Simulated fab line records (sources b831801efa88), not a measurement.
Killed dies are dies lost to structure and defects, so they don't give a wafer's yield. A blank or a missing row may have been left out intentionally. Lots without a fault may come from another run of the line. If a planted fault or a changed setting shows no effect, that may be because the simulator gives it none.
2 desks, one fault || flow gf180mcu || numbers are kept per desk, each desk with only its own; the story behind them comes last

## FOR THE TOOL OWNER'S DESK: pvd-sputter-03
The tool's own readings at GF_M2_SPUTTER_02 (material AlCu, target thk 450 nm, time 23.9 s): means of the sampled wafers that have a number, for each lot that ran on this tool. Marked OUT: a lot whose mean sits more than 4 standard deviations from the usual mean, which makes it out of limits; the brackets give that distance.
Columns: A = cathode-dc-power-W at GF_M2_SPUTTER_02, usual 10600 W; B = throttle-valve-pct at GF_M2_SPUTTER_02, usual 30.4 %
{"lot": "L726", "first seen here": "day 20 08:40", "A": 10598, "B": 31.3}
{"lot": "L729", "first seen here": "day 21 14:15", "A": 10600, "B": 31.2}
{"lot": "L732", "first seen here": "day 22 07:16", "A": 10599, "B": 30.3}
{"lot": "L739", "first seen here": "day 25 02:13", "A": "14362 (+99 or more) OUT", "B": 30.2}
{"lot": "L740", "first seen here": "day 25 04:39", "A": "14360 (+99 or more) OUT", "B": 30.3}
This desk's verdict: out of limits on L739, L740, starting with L739 at day 25 02:13 (cathode-dc-power-W at GF_M2_SPUTTER_02). L726, L729, L732: within limits.

## AT THE METROLOGY DESK
What the gauges read, lot by lot, whatever tool the lot ran on: means of the sampled wafers that have a number. Marked OUT: a lot whose mean sits more than 4 standard deviations from the usual mean, which makes it out of limits; the brackets give that distance.
Columns: A = M2_ALCU_RS at GF_M2_RS_MEAS_05, usual 0.0697 ohm/sq; B = M2_ALCU_THK at GF_M2_THK_MEAS_06, usual 446 nm; C = cd-nm at GF_M2_CD_MEAS_14, usual 279.7 nm
{"lot": "L724", "first seen here": "day 19 17:41", "A": 0.0695, "B": 449, "C": 284.1}
{"lot": "L726", "first seen here": "day 20 08:46", "A": 0.0697, "B": 444, "C": 280.3}
{"lot": "L729", "first seen here": "day 21 14:20", "A": 0.0712, "B": 434, "C": 279.4}
{"lot": "L730", "first seen here": "day 21 22:47", "A": 0.0696, "B": 451, "C": 278.2}
{"lot": "L731", "first seen here": "day 22 03:18", "A": 0.0699, "B": 445, "C": 279.0}
{"lot": "L732", "first seen here": "day 22 07:22", "A": 0.0698, "B": 443, "C": 279.6}
{"lot": "L735", "first seen here": "day 23 14:04", "A": 0.0693, "B": 449, "C": 279.9}
{"lot": "L739", "first seen here": "day 25 02:20", "A": "0.0509 (-28) OUT", "B": "616 (+27) OUT", "C": 280.3}
{"lot": "L740", "first seen here": "day 25 04:46", "A": "0.0515 (-28) OUT", "B": "602 (+25) OUT", "C": 279.6}
{"lot": "L742", "first seen here": "day 25 17:10", "A": 0.0702, "B": 443, "C": 278.5}
{"lot": "L743", "first seen here": "day 25 21:13", "A": 0.0694, "B": 448, "C": 278.1}
Per this desk, out of limits: L739, L740; the first was L739, day 25 02:20 (M2_ALCU_RS at GF_M2_RS_MEAS_05). L724, L726, L729, L730, L731, L732, L735, L742, L743: within limits.

## PUT TOGETHER
The tool owner's desk could have raised an alarm at day 25 02:13, on L739, L740.
Metrology desk: alarm possible at day 25 02:20 on L739, L740.
Every lot named ran GF_M2_SPUTTER_02 on pvd-sputter-03.

## WHAT HAD BEEN PUT IN BY THE SIMULATOR
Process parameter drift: pvd-sputter-03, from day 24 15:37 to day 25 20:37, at GF_M2_SPUTTER_02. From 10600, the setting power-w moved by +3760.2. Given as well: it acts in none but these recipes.
Shown lots that were struck: L739, L740.
Fault start to first reading out of limits, in hours, per desk: tool owner, 11; metrology, 11.
